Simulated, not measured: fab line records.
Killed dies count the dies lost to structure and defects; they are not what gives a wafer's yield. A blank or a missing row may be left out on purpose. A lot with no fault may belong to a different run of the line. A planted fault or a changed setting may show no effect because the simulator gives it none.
Split-lot trial	flow sky130	23 wafers read from 5 lots, route of 708 steps

## THE SPLIT
At SKY_NWELL_COAT_05 (resist thk 3000 nm), the setting resist_thk_nm was moved away from the recipe's 3000 nm on 9 of the 23 wafers read, by -6.0% to +3.6%. All remaining wafers had this setting at the recipe value.

The split's own step is where the reading is taken.

## THE READING
coat_of_NWELL_COAT_05.thk_nm (the simulator's own value, which no gauge read), in nm, at SKY_NWELL_COAT_05 (resist thk 3000 nm). The file gives no usual value for it. Average 2990 nm, standard deviation 7 nm, over the 14 wafers here run with the recipe.

wafer	tool, chamber at the split	resist_thk_nm as run, nm	against the recipe	coat_of_NWELL_COAT_05.thk_nm, nm	against lot-mates on the recipe
L075.1	litho_track-03, 0	3000	recipe	2982	-
L075.6	litho_track-03, 0	3000	recipe	2982	-
L075.2	litho_track-03, 0	3000	recipe	2987	-
L075.3	litho_track-03, 0	3000	recipe	2990	-
L075.4	litho_track-03, 0	3000	recipe	2989	-
L077.2	litho_track-03, 0	3000	recipe	2985	-
L077.3	litho_track-03, 0	3000	recipe	2994	-
L077.5	litho_track-03, 0	3000	recipe	2993	-
L079.1	litho_track-02, 0	3000	recipe	2992	-
L079.2	litho_track-02, 0	2820	-6.0%	2813	-184
L079.4	litho_track-02, 0	2820	-6.0%	2820	-178
L079.5	litho_track-02, 0	2820	-6.0%	2821	-176
L079.6	litho_track-02, 0	3000	recipe	3003	-
L081.1	litho_track-04, 0	3107	+3.6%	3109	+109
L081.2	litho_track-04, 0	3107	+3.6%	3115	+115
L081.3	litho_track-04, 0	3000	recipe	3002	-
L081.4	litho_track-04, 0	3000	recipe	2998	-
L081.6	litho_track-04, 0	3107	+3.6%	3104	+104
L085.1	litho_track-03, 0	2901	-3.3%	2875	-109
L085.2	litho_track-03, 0	2901	-3.3%	2885	-99
L085.4	litho_track-03, 0	3000	recipe	2979	-
L085.5	litho_track-03, 0	3000	recipe	2989	-
L085.6	litho_track-03, 0	2901	-3.3%	2890	-94

THE FIT
A straight line over all 23 wafers: coat_of_NWELL_COAT_05.thk_nm changes by +30.6 nm for each +1% of resist_thk_nm; r = +0.99; the points scatter about the line by 8.7 nm.
The same after taking each lot's own level away (the mean of its wafers on the recipe; 23 wafers): +30.2 nm for each +1%; r = +1.00; scatter 4.7 nm.
That fit puts the effect of the largest move of resist_thk_nm on the reading at 1.8e+02 nm.
The lots' own levels span 2984.0 to 3000.0 nm, that is 2.3 times the standard deviation above.
Hence the lot-to-lot level has little effect on the slope; both slopes agree.
Check: for one of the wafers moved furthest among these (-6.0%), held out of the fit, the line's prediction against its lot-mates is -180 nm. It came out at -184 nm against them.

## THESE WAFERS: OTHER SPLITS
Note: prior to the reading, these wafers also went through further splits. Each is held against what the fit with the lots' levels taken away leaves over:
other split on the same wafers	wafers away from the commonest value	r with coat_of_NWELL_COAT_05.thk_nm (lot level and that fit taken away)
SKY_FIELD_ISO_OXIDATION_01 ox_time_s	13	-0.05
SKY_FIELD_ISO_ETCH_14 source_w	8	+0.09
SKY_FIELD_ISO_OXIDATION_22 temp_c	15	-0.10
SKY_NWELL_OXIDATION_01 ox_time_s	18	+0.12
SKY_DNWELL_COAT_02 spin_rpm	9	-0.16
SKY_PWDE_IMPLANT_08 energy_kev	7	-0.05

## THE WHOLE CHAIN: every reading that the file lists as answering this split, in the file's order
step	what it does	reading	change (the file's fit)	r (the file's)
SKY_NWELL_COAT_05	resist thk 3000 nm	coat_of_NWELL_COAT_05.thk_nm (the simulator's own value, which no gauge read)	+30.3 nm for each +1% of the setting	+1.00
SKY_NWELL_STRIP_14	strips in O2/N2	strip_time_to_endpoint_s	withheld for each +1% of the setting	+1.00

## FILE'S OWN FIT
coat_of_NWELL_COAT_05.thk_nm changes by +30.3 nm for each +1% of resist_thk_nm, r = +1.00.
